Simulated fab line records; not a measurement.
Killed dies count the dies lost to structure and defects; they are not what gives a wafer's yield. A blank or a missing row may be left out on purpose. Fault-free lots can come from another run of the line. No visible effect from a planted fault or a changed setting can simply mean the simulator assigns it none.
Split-lot trial	flow sky130	23 wafers read across 5 lots, on a route 708 steps long

## THE SPLIT ITSELF
At SKY_CONTACT_CVD_24 (deposits W, target thk 340 nm, time 102.12 s), the setting pressure-torr was moved away from the recipe's 40 Torr on 15 of the 23 wafers read, by -9.7% to -4.3%. All remaining wafers had this setting at the recipe value.

The reading is taken at the split's own step.

## THE READING
W_of_CONTACT_CVD_24.thk-nm (the simulator's own value, which no gauge read), in nm, at SKY_CONTACT_CVD_24 (deposits W, target thk 340 nm, time 102.12 s). The file does not state a usual value for it. Average 340.5 nm, standard deviation 3.5 nm, over the 8 wafers here run with the recipe.

wafer	tool, chamber at the split	pressure-torr as run, Torr	against the recipe	W_of_CONTACT_CVD_24.thk-nm, nm	against lot-mates on the recipe
L074.1	cvd-w-01, 0	40	recipe	340.4	-
L074.2	cvd-w-01, 1	40	recipe	341.6	-
L074.3	cvd-w-01, 1	40	recipe	342	-
L074.5	cvd-w-01, 1	40	recipe	347	-
L074.6	cvd-w-01, 0	40	recipe	339.9	-
L079.2	cvd-w-01, 1	40	recipe	339.8	-
L079.5	cvd-w-01, 1	40	recipe	339.8	-
L079.4	cvd-w-01, 0	40	recipe	333.5	-
L082.1	cvd-w-02, 1	37	-7.5%	325.6	no lot-mate on the recipe
L082.2	cvd-w-02, 0	37	-7.5%	330.5	no lot-mate on the recipe
L082.3	cvd-w-02, 1,0	37	-7.5%	327	no lot-mate on the recipe
L082.6	cvd-w-02, 1,0	37	-7.5%	327	no lot-mate on the recipe
L082.4	cvd-w-02, 0	37	-7.5%	330.8	no lot-mate on the recipe
L081.1	cvd-w-01, 1	36.12	-9.7%	331	no lot-mate on the recipe
L081.2	cvd-w-01, 0	36.12	-9.7%	323.9	no lot-mate on the recipe
L081.3	cvd-w-01, 0	36.12	-9.7%	326.1	no lot-mate on the recipe
L081.4	cvd-w-01, 1	36.12	-9.7%	327.4	no lot-mate on the recipe
L081.6	cvd-w-01, 1	36.12	-9.7%	327.8	no lot-mate on the recipe
L084.1	cvd-w-01, 1	38.28	-4.3%	332	no lot-mate on the recipe
L084.2	cvd-w-01, 0	38.28	-4.3%	329.4	no lot-mate on the recipe
L084.3	cvd-w-01, 0	38.28	-4.3%	327.4	no lot-mate on the recipe
L084.4	cvd-w-01, 1	38.28	-4.3%	337.9	no lot-mate on the recipe
L084.6	cvd-w-01, 1	38.28	-4.3%	332.1	no lot-mate on the recipe
The file does not say which wafer passed through which chamber wherever a row lists several chambers: such a row stands for several wafers.

FIT RESULTS
A straight line over all 23 wafers: W_of_CONTACT_CVD_24.thk-nm changes by +1.44 nm for each +1% of pressure-torr; r = +0.86; the points scatter about the line by 3.4 nm.
Too few moved wafers with a lot-mate on the recipe to fit a line net of each lot's own level.

## THE FILE'S OWN FIT
W_of_CONTACT_CVD_24.thk-nm changes by +1.44 nm for each +1% of pressure-torr, r = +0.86.
